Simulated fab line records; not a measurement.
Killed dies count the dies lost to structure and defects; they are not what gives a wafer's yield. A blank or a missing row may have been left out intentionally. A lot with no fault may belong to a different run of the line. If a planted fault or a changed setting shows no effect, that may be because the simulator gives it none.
Which tool is to blame? | flow sky130 | Sampling: 12 lots, 36 wafers, 3 of 708 route steps

## WHAT THE GAUGES SHOWED, per wafer
SKY_NWELL_RS_MEAS_29: a four-point-probe measurement. Usual: NWELL_RS gives 624.9 ohm/sq (standard deviation 1.3).
lot  | measured     | on            | NWELL_RS (ohm/sq) | flag
L930 | day 6 07:53  | film metro-01 | 622.8 622.9 623.6 |
L931 | day 6 08:32  | film metro-01 | 626.2 623.4 626.4 |
L934 | day 6 21:53  | film metro-01 | 625.1 625.9 625.0 |
L936 | day 7 11:40  | film metro-03 | 626.5 625.1 623.5 |
L937 | day 7 22:40  | film metro-03 | 642.1 643.7 645.0 | OFF
L939 | day 8 17:41  | film metro-03 | 643.0 644.0 641.1 | OFF
L943 | day 9 06:18  | film metro-01 | 624.6 625.0 623.8 |
L944 | day 9 07:33  | film metro-04 | 624.9 625.6 626.7 |
L946 | day 9 15:32  | film metro-03 | 623.9 622.5 623.8 |
L947 | day 10 01:32 | film metro-01 | 626.1 624.2 628.4 |
L948 | day 10 02:43 | film metro-03 | 624.2 626.0 625.5 |
L949 | day 10 11:51 | film metro-01 | 626.0 625.2 626.1 |

SKY_VIA2_OVL_MEAS_13. Usual: VIA2_OVL gives -3 nm (standard deviation 4.5).
lot  | measured     | on         | VIA2_OVL (nm) | flag
L930 | day 37 09:03 | overlay-01 | -5 1 1        |
L931 | day 37 13:03 | overlay-01 | -1 -4 1       |
L934 | day 38 09:51 | overlay-02 | -3 4 -3       |
L936 | day 39 06:10 | overlay-02 | -5 -3 -4      |
L937 | day 39 14:36 | overlay-01 | 0 -8 3        |
L939 | day 40 11:04 | overlay-02 | -10 3 -2      |
L943 | day 41 03:31 | overlay-01 | -10 1 -7      |
L944 | day 41 06:55 | overlay-02 | -12 -12 -8    |
L946 | day 41 10:41 | overlay-01 | 4 -4 1        |
L947 | day 42 02:00 | overlay-01 | -6 -6 -4      |
L948 | day 42 06:47 | overlay-02 | -6 -5 1       |
L949 | day 42 13:46 | overlay-01 | -2 -3 -2      |

## WHAT TOOL EACH LOT RAN ON (gives the tool, then ch and the chambers of the sampled wafers, and finally the start)
lot  | SKY_NWELL_IMPLANT_13
L930 | implanter-02 ch 0, day 5 14:03
L931 | implanter-01 ch 0, day 5 14:24
L934 | implanter-04 ch 0, day 6 02:12
L936 | implanter-02 ch 0, day 6 15:34
L937 | implanter-01 ch 0, day 7 02:54
L939 | implanter-01 ch 0, day 7 21:10
L943 | implanter-02 ch 0, day 8 08:39
L944 | implanter-04 ch 0, day 8 09:22
L946 | implanter-02 ch 0, day 8 17:40
L947 | implanter-04 ch 0, day 9 03:55
L948 | implanter-02 ch 0, day 9 04:37
L949 | implanter-04 ch 0, day 9 13:00
- SKY_NWELL_IMPLANT_13

## WHAT THE TOOLS THEMSELVES READ (means of the sampled wafers that have a number; where no wafer has one, the mark that the record gives instead)
SKY_NWELL_IMPLANT_13. Usual: beam energy keV 49.999, standard deviation 0.014; dose ions cm2 7e+11, standard deviation 7.3e+08; faraday current uA 3.95, standard deviation 0.073.
lot  | tool         | beam energy keV | dose ions cm2 | faraday current uA | flag
L930 | implanter-02 | 50.005          | 7e+11         | 3.95               |
L931 | implanter-01 | 50.014          | 7e+11         | 3.99               |
L934 | implanter-04 | 49.998          | 7e+11         | 3.88               |
L936 | implanter-02 | 50.007          | 7e+11         | 3.93               |
L937 | implanter-01 | 49.997          | 2e+11         | 1.04               | OFF
L939 | implanter-01 | 49.992          | 2e+11         | 1.02               | OFF
L943 | implanter-02 | 50.020          | 7e+11         | 3.94               |
L944 | implanter-04 | 49.999          | 7e+11         | 3.91               |
L946 | implanter-02 | 50.017          | 7e+11         | 3.94               |
L947 | implanter-04 | 49.984          | 7e+11         | 3.99               |
L948 | implanter-02 | 49.986          | 7e+11         | 3.92               |
L949 | implanter-04 | 49.979          | 7e+11         | 3.99               |

## THE ANSWER, worked out from the rows above alone
Rule: a lot counts as off when the mean over its wafers that have a number is more than 3 standard deviations away from the usual mean. A lot without any number at a reading at which 4 lots or more have one is off too. Where the step has rows for the other lots, those lots are counted as sound. Order of review: gauges by route order, followed by the tools' own readings, for which a lot's mean as printed above is used. At the first step where some lot is off, the reading lying furthest off is the one used; lots without a number count as furthest.
Off: at SKY_NWELL_RS_MEAS_29 (NWELL_RS), L937, L939.
A tool fits if, at a process step before that reading, it ran every lot that is off, and no sound lot after the first of them. Not tried: the gauges at SKY_NWELL_RS_MEAS_29; whatever is off there is also off at SKY_NWELL_IMPLANT_13, on other tools, and gauge error can't account for it. One candidate fits, namely implanter-01 at SKY_NWELL_IMPLANT_13. Its last sound lot is L931 (day 5 14:24), its first lot that is off L937 (day 7 02:54): a fault that began between those two fits.
The tool's own readings at SKY_NWELL_IMPLANT_13 bear it out: on the lots that are off they differ by more than 5 times the standard deviation of the sound lots' means. dose ions cm2 reads 2e+11 there against 7e+11 on the sound lots; faraday current uA reads 1.03 there against 3.94 on the sound lots.

## WHAT WAS PUT IN BY THE SIMULATOR
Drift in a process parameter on implanter-01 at SKY_NWELL_IMPLANT_13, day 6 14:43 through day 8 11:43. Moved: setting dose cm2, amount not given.
Lots struck among those shown: L937, L939. The rule above reached the same finding.
